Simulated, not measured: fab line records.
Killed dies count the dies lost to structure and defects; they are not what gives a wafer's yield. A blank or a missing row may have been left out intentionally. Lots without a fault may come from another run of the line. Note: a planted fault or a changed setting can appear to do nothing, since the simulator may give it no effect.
fab line records -- flow gf180mcu
record lots=15, wafers=45, last_day=34
route steps=602 shown VT_IMPLANT@120 NSD@246 PSD@259 SALICIDE@282
lots with no fault: from the same line, run without faults
start_h: hours from the record's first day to the start of the lot's first wafer shown -- wait_h: hours elapsed since this lot's preceding step -- " the same as in the row above -- L1.1+2: a row that stands for several wafers -- - no value present, or no start provided -- * or withheld: withheld -- < > ~ a bound
route shown NAME@n: a module of which the file shows steps, and the number in the route of the first -- usual: mean/standard deviation taken from wafers without a fault -- same: alike in all rows -- chamber/n: place in a boat -- sites: each site's reading -- _std_site: standard deviation of those values -- _edge_site: mean of outer sites minus mean of inner sites -- radius_mm: for every site, how far away it sits from the centre of the wafer -- mask NAME#n: copy n -- behind: the last tool/chamber to shape the wafer -- hold: cause of the lot's hold/its duration in hours/its outcome -- device: which transistor (n, p or np) failed to switch -- end of line: tests run on the same wafers once the route is complete -- where a step has no rows: the recipe by itself -- killed: the dies lost at the first sort to structure and to defects; this is not the yield of the wafer -- map: shows each die of a wafer: x if killed, . if not, _ if none is there
set.NAME: the setting that was run; set.NAME@STEP: the one run at that earlier step -- model.NAME: the simulator's own value behind a step, which no gauge read
one table for each step of the route and one row for each wafer, over a sample of lots
services: when a tool's chamber went out of use (start_h, in hours from the record's first day, below 0 if earlier), for how many hours, and the reason
## steps
# step GF_VT_IMPLANT_IMPLANT_30
# recipe species=B, energy_kev=25, dose_cm2=2.534e+12, tilt_deg=7
# usual beam_energy_keV=25.000/0.0077, beam_on_s=10.00/0.21
lot.wafer,tool,chamber,start_h,wait_h,beam_energy_keV,beam_on_s
L600.2,implanter-03,0,148.18,0.0,25.004,9.90
L600.3,implanter-03,0,148.18,0.0,24.995,9.86
L600.4,implanter-03,0,148.18,0.0,25.001,10.62
L603.1,implanter-03,0,162.26,0.0,25.003,10.01
L603.2,implanter-03,0,162.26,0.0,25.000,9.95
L603.3,implanter-03,0,162.26,0.0,25.001,10.44
L604.1,implanter-03,0,165.24,0.0,25.010,10.04
L604.5,implanter-03,0,165.24,0.0,25.024,9.99
L604.6,implanter-03,0,165.24,0.0,25.005,9.92
L605.3,implanter-01,0,179.69,0.1,25.012,9.90
L605.5,implanter-01,0,179.69,0.1,24.999,9.81
L605.6,implanter-01,0,179.69,0.1,25.006,10.04
L606.2,implanter-02,0,188.72,0.0,25.000,10.30
L606.3,implanter-02,0,188.72,0.0,24.997,10.09
L606.5,implanter-02,0,188.72,0.0,25.007,9.90
L607.1,implanter-02,0,190.55,0.0,24.979,9.81
L607.2,implanter-02,0,190.55,0.0,24.993,10.02
L607.5,implanter-02,0,190.55,0.0,24.990,9.84
L608.2,implanter-03,0,190.81,0.0,24.992,9.72
L608.5,implanter-03,0,190.81,0.0,25.006,9.63
L608.6,implanter-03,0,190.81,0.0,25.000,10.41
L611.2,implanter-03,0,216.21,0.0,25.011,10.10
L611.4,implanter-03,0,216.21,0.0,25.003,10.10
L611.6,implanter-03,0,216.21,0.0,24.996,10.16
L616.2,implanter-03,0,250.37,0.0,24.999,9.90
L616.3,implanter-03,0,250.37,0.0,25.007,10.23
L616.4,implanter-03,0,250.37,0.0,25.005,10.01
L617.2,implanter-01,0,256.27,0.0,25.001,9.53
L617.4,implanter-01,0,256.27,0.0,25.009,10.03
L617.5,implanter-01,0,256.27,0.0,24.991,10.15
L618.3,implanter-03,-,257.09,0.1,-,-
L618.4,implanter-03,-,257.09,0.1,-,-
L618.5,implanter-03,-,257.09,0.1,-,-
L619.2,implanter-03,-,270.13,0.0,-,-
L619.5,implanter-03,-,270.13,0.0,-,-
L619.6,implanter-03,-,270.13,0.0,-,-
L620.1,implanter-01,-,278.74,0.0,-,-
L620.3,implanter-01,-,278.74,0.0,-,-
L620.4,implanter-01,-,278.74,0.0,-,-
L622.1,implanter-02,0,287.09,0.0,25.005,10.24
L622.3,implanter-02,0,287.09,0.0,24.995,9.79
L622.6,implanter-02,0,287.09,0.0,25.001,9.85
L623.1,implanter-01,0,294.00,0.0,24.992,10.11
L623.2,implanter-01,0,294.00,0.0,25.005,10.15
L623.6,implanter-01,0,294.00,0.0,24.996,9.68
# step GF_VT_IMPLANT_TW_MEAS_32
# usual VT_IMPLANT_3_TW=269.8/1.2
lot.wafer,tool,chamber,start_h,wait_h,VT_IMPLANT_3_TW
L600.2,film_metro-02,-,148.41,0.1,270.3
L600.3,film_metro-02,-,148.41,0.1,267.8
L600.4,film_metro-02,-,148.41,0.1,270.4
L603.1,film_metro-03,-,162.51,0.1,271.1
L603.2,film_metro-03,-,162.51,0.1,270.3
L603.3,film_metro-03,-,162.51,0.1,270.1
L604.1,film_metro-03,-,165.49,0.1,271.3
L604.5,film_metro-03,-,165.49,0.1,272.8
L604.6,film_metro-03,-,165.49,0.1,269.9
L605.3,film_metro-01,-,179.91,0.1,272.6
L605.5,film_metro-01,-,179.91,0.1,272.1
L605.6,film_metro-01,-,179.91,0.1,271.7
L606.2,film_metro-03,-,188.96,0.1,269.9
L606.3,film_metro-03,-,188.96,0.1,269.2
L606.5,film_metro-03,-,188.96,0.1,267.5
L607.1,film_metro-03,-,190.80,0.1,269.3
L607.2,film_metro-03,-,190.80,0.1,268.8
L607.5,film_metro-03,-,190.80,0.1,266.9
L608.2,film_metro-03,-,191.05,0.1,268.7
L608.5,film_metro-03,-,191.05,0.1,268.5
L608.6,film_metro-03,-,191.05,0.1,268.5
L611.2,film_metro-03,-,216.45,0.1,269.5
L611.4,film_metro-03,-,216.45,0.1,269.2
L611.6,film_metro-03,-,216.45,0.1,269.6
L616.2,film_metro-01,-,250.61,0.1,269.3
L616.3,film_metro-01,-,250.61,0.1,269.8
L616.4,film_metro-01,-,250.61,0.1,270.4
L617.2,film_metro-03,-,256.51,0.1,270.0
L617.4,film_metro-03,-,256.51,0.1,268.8
L617.5,film_metro-03,-,256.51,0.1,269.9
L618.3,film_metro-03,-,257.31,0.1,30.1
L618.4,film_metro-03,-,257.31,0.1,30.1
L618.5,film_metro-03,-,257.31,0.1,30.0
L619.2,film_metro-03,-,270.37,0.1,30.0
L619.5,film_metro-03,-,270.37,0.1,30.1
L619.6,film_metro-03,-,270.37,0.1,30.0
L620.1,film_metro-02,-,278.99,0.1,30.1
L620.3,film_metro-02,-,278.99,0.1,30.1
L620.4,film_metro-02,-,278.99,0.1,30.3
L622.1,film_metro-03,-,287.34,0.1,268.2
L622.3,film_metro-03,-,287.34,0.1,269.5
L622.6,film_metro-03,-,287.34,0.1,268.8
L623.1,film_metro-02,-,294.25,0.1,270.7
L623.2,film_metro-02,-,294.25,0.1,270.6
L623.6,film_metro-02,-,294.25,0.1,271.4
# step GF_NSD_STRIP_11
# recipe chemistry=O2/N2, power_w=1400, pressure_mtorr=1500, platen_temp_c=250, o2_flow_sccm=3000, n2_flow_sccm=300, overash_fraction=0.5
# usual drypump_motor_current_A=5.5/0.43, heater_power_w=358/30, oes_product_au=0.486/0.0047, strip_time_to_endpoint_s=22.99/0.033
lot.wafer,tool,chamber,start_h,wait_h,drypump_motor_current_A,heater_power_w,oes_product_au,rf_hours_counter_h,strip_time_to_endpoint_s
L600.2,plasma_asher-01,1,307.87,0.1,5.9,334,0.487,65,22.96
L600.3,plasma_asher-01,1,307.87,0.1,5.9,334,0.483,-,22.97
L600.4,plasma_asher-01,0,307.87,0.1,4.8,329,0.490,-,23.00
L603.1,plasma_asher-03,0,321.87,0.1,5.6,384,0.487,55,22.94
L603.2,plasma_asher-03,1,321.87,0.1,5.7,345,0.485,55,22.96
L603.3,plasma_asher-03,1,321.87,0.1,5.7,348,0.495,-,22.97
L604.1,plasma_asher-02,0,327.36,0.1,6.0,424,0.490,21,22.95
L604.5,plasma_asher-02,1,327.36,0.1,5.5,345,0.494,-,22.95
L604.6,plasma_asher-02,0,327.36,0.1,6.1,412,0.486,-,22.95
L605.3,plasma_asher-03,1,346.49,0.1,5.7,355,0.485,-,23.04
L605.5,plasma_asher-03,0,346.49,0.1,5.6,384,0.484,-,22.99
L605.6,plasma_asher-03,1,346.49,0.1,5.7,346,0.477,-,23.03
L606.2,plasma_asher-02,1,355.77,0.1,5.5,348,0.478,24,22.97
L606.3,plasma_asher-02,1,355.77,0.1,5.5,344,0.491,-,23.02
L606.5,plasma_asher-02,0,355.77,0.1,6.0,420,0.489,-,22.95
L607.1,plasma_asher-01,0,358.48,0.1,4.8,334,0.482,70,23.02
L607.2,plasma_asher-01,1,358.48,0.1,5.9,338,0.490,70,22.99
L607.5,plasma_asher-01,1,358.48,0.1,5.9,334,0.485,-,22.99
L608.2,plasma_asher-01,0,360.37,0.1,4.8,336,0.481,70,23.02
L608.5,plasma_asher-01,1,360.37,0.1,5.9,329,0.492,-,23.00
L608.6,plasma_asher-01,0,360.37,0.1,4.8,319,0.484,-,22.99
L611.2,plasma_asher-01,1,399.15,0.1,5.9,340,0.486,74,23.00
L611.4,plasma_asher-01,0,399.15,0.1,4.8,333,0.486,-,22.96
L611.6,plasma_asher-01,0,399.15,0.1,4.8,331,0.480,-,22.96
L616.2,plasma_asher-01,0,438.40,0.1,4.8,336,0.483,1,22.93
L616.3,plasma_asher-01,1,438.40,0.1,5.9,351,0.488,-,22.93
L616.4,plasma_asher-01,0,438.40,0.1,4.8,339,0.484,-,23.01
L617.2,plasma_asher-01,0,452.00,0.1,4.8,340,0.478,2,22.98
L617.4,plasma_asher-01,1,452.00,0.1,5.9,348,0.491,-,23.00
L617.5,plasma_asher-01,0,452.00,0.1,4.8,330,0.488,-,22.99
L622.1,plasma_asher-01,0,479.05,0.1,4.8,337,0.490,5,23.04
L622.3,plasma_asher-01,0,479.05,0.1,4.8,336,0.480,-,23.02
L622.6,plasma_asher-01,1,479.05,0.1,5.9,360,0.484,-,22.98
L623.1,plasma_asher-02,0,489.85,0.1,6.0,417,0.476,38,22.93
L623.2,plasma_asher-02,1,489.85,0.1,5.5,331,0.481,38,22.96
L623.6,plasma_asher-02,1,489.85,0.1,5.5,351,0.490,-,22.92
# step GF_PSD_TW_MEAS_11
# usual PSD_TW=3193/17
lot.wafer,tool,chamber,start_h,wait_h,PSD_TW
L600.2,film_metro-01,-,329.37,0.1,3192
L600.3,film_metro-01,-,329.37,0.1,3178
L600.4,film_metro-01,-,329.37,0.1,3168
L603.1,film_metro-03,-,343.29,0.1,3193
L603.2,film_metro-03,-,343.29,0.1,3182
L603.3,film_metro-03,-,343.29,0.1,3201
L604.1,film_metro-03,-,348.90,0.1,3194
L604.5,film_metro-03,-,348.90,0.1,3194
L604.6,film_metro-03,-,348.90,0.1,3194
L605.3,film_metro-03,-,368.47,0.1,3153
L605.5,film_metro-03,-,368.47,0.1,3158
L605.6,film_metro-03,-,368.47,0.1,3160
L606.2,film_metro-03,-,377.70,0.1,3171
L606.3,film_metro-03,-,377.70,0.1,3152
L606.5,film_metro-03,-,377.70,0.1,3183
L607.1,film_metro-03,-,380.92,0.1,3160
L607.2,film_metro-03,-,380.92,0.1,3153
L607.5,film_metro-03,-,380.92,0.1,3171
L608.2,film_metro-02,-,383.13,0.1,3199
L608.5,film_metro-02,-,383.13,0.1,3210
L608.6,film_metro-02,-,383.13,0.1,3187
L611.2,film_metro-03,-,422.33,0.1,3177
L611.4,film_metro-03,-,422.33,0.1,3173
L611.6,film_metro-03,-,422.33,0.1,3174
L616.2,film_metro-03,-,462.93,0.1,3186
L616.3,film_metro-03,-,462.93,0.1,3200
L616.4,film_metro-03,-,462.93,0.1,3188
L617.2,film_metro-01,-,476.26,0.1,3196
L617.4,film_metro-01,-,476.26,0.1,3208
L617.5,film_metro-01,-,476.26,0.1,3207
L622.1,film_metro-01,-,503.19,0.1,3220
L622.3,film_metro-01,-,503.19,0.1,3201
L622.6,film_metro-01,-,503.19,0.1,3199
L623.1,film_metro-03,-,513.69,0.1,3225
L623.2,film_metro-03,-,513.69,0.1,3215
L623.6,film_metro-03,-,513.69,0.1,3221
# step GF_SALICIDE_RS_MEAS_04
# recipe thk_meas_gauge=four-point-probe, reads=TiN_of_SALICIDE_SPUTTER_03+Co_of_SALICIDE_SPUTTER_02
# usual SALICIDE_TIN_RS=16.4/0.44
lot.wafer,tool,chamber,start_h,wait_h,SALICIDE_TIN_RS[ohm/sq]
L600.2,film_metro-04,-,351.80,0.0,16.0
L600.3,film_metro-04,-,351.80,0.0,16.1
L600.4,film_metro-04,-,351.80,0.0,16.0
L603.1,film_metro-04,-,366.18,0.0,16.0
L603.2,film_metro-04,-,366.18,0.0,15.9
L603.3,film_metro-04,-,366.18,0.0,16.0
L604.1,film_metro-03,-,371.90,0.0,16.3
L604.5,film_metro-03,-,371.90,0.0,16.4
L604.6,film_metro-03,-,371.90,0.0,16.5
L605.3,film_metro-04,-,392.64,0.1,17.3
L605.5,film_metro-04,-,392.64,0.1,16.9
L605.6,film_metro-04,-,392.64,0.1,17.0
L606.2,film_metro-02,-,401.87,0.0,17.1
L606.3,film_metro-02,-,401.87,0.0,16.8
L606.5,film_metro-02,-,401.87,0.0,17.2
L607.1,film_metro-03,-,404.30,0.0,16.0
L607.2,film_metro-03,-,404.30,0.0,15.8
L607.5,film_metro-03,-,404.30,0.0,15.6
L608.2,film_metro-04,-,407.19,0.0,16.1
L608.5,film_metro-04,-,407.19,0.0,15.9
L608.6,film_metro-04,-,407.19,0.0,15.9
L611.2,film_metro-02,-,447.94,0.0,16.5
L611.4,film_metro-02,-,447.94,0.0,16.5
L611.6,film_metro-02,-,447.94,0.0,16.4
L616.2,film_metro-04,-,487.79,0.0,16.2
L616.3,film_metro-04,-,487.79,0.0,15.8
L616.4,film_metro-04,-,487.79,0.0,15.9
L617.2,film_metro-02,-,501.59,0.0,16.6
L617.4,film_metro-02,-,501.59,0.0,16.9
L617.5,film_metro-02,-,501.59,0.0,16.5
L622.1,film_metro-02,-,526.88,0.0,16.5
L622.3,film_metro-02,-,526.88,0.0,16.8
L622.6,film_metro-02,-,526.88,0.0,16.6
L623.1,film_metro-02,-,537.74,0.0,16.4
L623.2,film_metro-02,-,537.74,0.0,16.0
L623.6,film_metro-02,-,537.74,0.0,16.5
## services
tool,chamber,start_h,hours,kind
implanter-03,-,139.54,2.5,repair
plasma_asher-02,-,185.62,0.9,repair
plasma_asher-02,-,192.89,10.8,repair
implanter-03,-,220.35,4.9,pm
implanter-01,-,281.00,4.9,repair
implanter-03,-,293.04,2.6,repair
plasma_asher-02,-,301.99,0.8,repair
implanter-02,-,303.87,2.4,repair
implanter-01,-,314.29,4.8,pm
plasma_asher-01,-,334.11,1.2,repair
plasma_asher-03,-,347.23,2.8,pm
plasma_asher-02,-,379.03,14.6,pm
plasma_asher-01,-,384.55,2.8,pm
implanter-02,-,402.07,23.7,pm
plasma_asher-01,-,402.35,0.6,repair
plasma_asher-02,-,408.18,0.9,repair
plasma_asher-03,-,409.65,0.9,repair
implanter-01,-,414.24,53.1,pm
plasma_asher-01,-,421.25,9.0,pm
implanter-03,-,423.67,3.0,repair
plasma_asher-03,-,452.78,1.8,repair
implanter-01,-,467.31,5.0,pm
implanter-01,-,480.76,4.0,repair
implanter-02,-,485.76,1.8,repair
## key
first_sign step=GF_VT_IMPLANT_IMPLANT_30, reading=tool_record, direction=missing
effect step=GF_VT_IMPLANT_TW_MEAS_32, reading=VT_IMPLANT_3_TW, direction=down, sigmas=99+, usual=269.8, struck=30.1
met_at GF_VT_IMPLANT_IMPLANT_30
struck_lots L618,L619,L620
later_rows_left_out L618.3,L618.4,L618.5,L619.2,L619.5,L619.6,L620.1,L620.3,L620.4
sort_left_out L618.3,L618.4,L618.5,L619.2,L619.5,L619.6,L620.1,L620.3,L620.4
tester_left_out L618,L619,L620
not_acting_at GF_NSD_STRIP_11,GF_PSD_TW_MEAS_11,GF_SALICIDE_RS_MEAS_04
onset_between 256.27 257.09
fault kind=skipped_step_whole, tool=implanter-01,implanter-03, chamber=-, onset_h=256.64, steps=GF_VT_IMPLANT_IMPLANT_30, scope=struck_lots_only
# tester_left_out: of these lots the tester's yield and bins aren't shown, on N5 and GAA mostly nor the transistor test; their killed dies are dies lost to structure and defects alone, not to doping, threshold or leakage, so they don't give the yield
# sort_left_out: the simulated sort isn't trusted on such a fault, so these wafers' sort isn't shown, and their yield isn't known
# later_rows_left_out: the simulator's readings of these wafers behind a module that went badly wrong aren't trusted and aren't shown, but for the sort
